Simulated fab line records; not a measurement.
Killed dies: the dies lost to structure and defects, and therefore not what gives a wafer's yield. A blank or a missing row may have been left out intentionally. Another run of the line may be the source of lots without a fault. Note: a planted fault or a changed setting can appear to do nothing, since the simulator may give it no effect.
2 desks, one fault    flow sky130    what lay behind the numbers comes last; until then each desk has only its own

METROLOGY DESK
Means of the sampled wafers that have a number, per lot and without regard to the tool the lot ran on: this is what the gauges read. A lot is out of limits, marked OUT, if its mean lies more than 4 standard deviations from the usual mean; the brackets give that distance.
Columns: A = VT_ADJUST_LVTN_01_OVL at SKY_VT_ADJUST_LVTN_OVL_MEAS_18, usual -0.3 nm; B = SONOS_ONO_OXIDATION_THK at SKY_SONOS_ONO_THK_MEAS_01, usual 2.60 nm
lot   first seen here  A     B
L380  day 8 05:50      -0.3  2.62
L382  day 8 18:11      1.3   2.59
L383  day 9 01:36      -0.7  2.52
L391  day 11 07:16     -0.1  2.54
L392  day 11 18:33     -0.4  2.58
L393  day 12 02:46     -2.1  2.53
L394  day 12 08:13     -0.5  2.65
L396  day 13 02:00     0.4   2.60
L397  day 13 08:07     1.8   2.64
L399  day 13 18:34     -1.5  2.69
L400  day 14 00:06     0.1   2.68
L401  day 14 06:05     -1.1  2.63
This desk found nothing out of limits on any of the 12 lots.

TOOL OWNER'S DESK, lpcvd-03
The tool's own readings at SKY_SONOS_ONO_CVD_04 (deposits SiO2 from SiH4/N2O, target thk 5.7199 nm): means of the sampled wafers that have a number, for each lot that ran on this tool. A lot is out of limits, marked OUT, if its mean lies more than 4 standard deviations from the usual mean; the brackets give that distance.
Columns: A = spike tc bottom C at SKY_SONOS_ONO_CVD_04, usual 916 C; B = spike tc centre C at SKY_SONOS_ONO_CVD_04, usual 901.8 C; C = susceptor temp C at SKY_SONOS_ONO_CVD_04, usual 900.0 C; D = zone power bottom pct at SKY_SONOS_ONO_CVD_04, usual 28.8 %; E = zone power centre pct at SKY_SONOS_ONO_CVD_04, usual 16.69 %; F = zone power lower pct at SKY_SONOS_ONO_CVD_04, usual 14.26 %; G = zone power upper pct at SKY_SONOS_ONO_CVD_04, usual 16.6 %
lot   first seen here  A    B                C      D     E                F                G
L380  day 12 07:31     920  901.7            900.3  27.0  16.61            14.17            17.7
L382  day 12 18:46     913  921.1 (+19) OUT  900.4  30.5  23.38 (+39) OUT  11.29 (-23) OUT  12.4 (-4.2) OUT
L383  day 13 05:28     913  920.7 (+19) OUT  899.8  30.5  23.02 (+37) OUT  11.31 (-23) OUT  12.4 (-4.2) OUT
L391  day 15 20:04     921  901.2            899.7  27.1  16.63            14.39            17.8
L392  day 16 08:32     912  901.8            900.1  30.2  16.63            14.27            15.7
L393  day 16 19:21     912  902.7            899.5  30.2  16.76            14.11            15.8
L394  day 17 04:56     922  901.0            900.0  26.6  16.81            14.32            17.7
L396  day 17 22:00     920  900.8            899.6  26.9  16.65            14.29            17.6
L397  day 18 04:28     921  902.4            900.0  26.7  16.72            14.36            17.7
L399  day 19 11:34     920  902.3            900.2  27.2  16.83            14.21            17.7
L400  day 19 11:34     913  901.8            900.5  30.3  16.63            14.33            15.8
L401  day 19 11:34     912  902.8            899.8  30.2  16.64            14.24            15.7
This desk finds L382, L383 out of limits, L382 being first, at day 12 18:46 (spike tc centre C at SKY_SONOS_ONO_CVD_04). L380, L391, L392, L393, L394, L396, L397, L399, L400, L401 stayed within limits.

ALL TOGETHER
An alarm could have come from the tool owner's desk at day 12 18:46, on L382, L383.
The metrology desk saw nothing out of limits.
The metrology desk has L382, L383 on record, within its limits.
Every lot named ran SKY_SONOS_ONO_CVD_04 on lpcvd-03.

WHAT THE SIMULATOR HAD INSERTED
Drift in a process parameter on lpcvd-03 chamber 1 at SKY_SONOS_ONO_CVD_04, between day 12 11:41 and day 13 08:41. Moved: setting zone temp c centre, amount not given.
Shown lots that were struck: L382, L383.
Delay in hours, fault start to first out-of-limits reading, by desk: the tool owner's desk at 7.
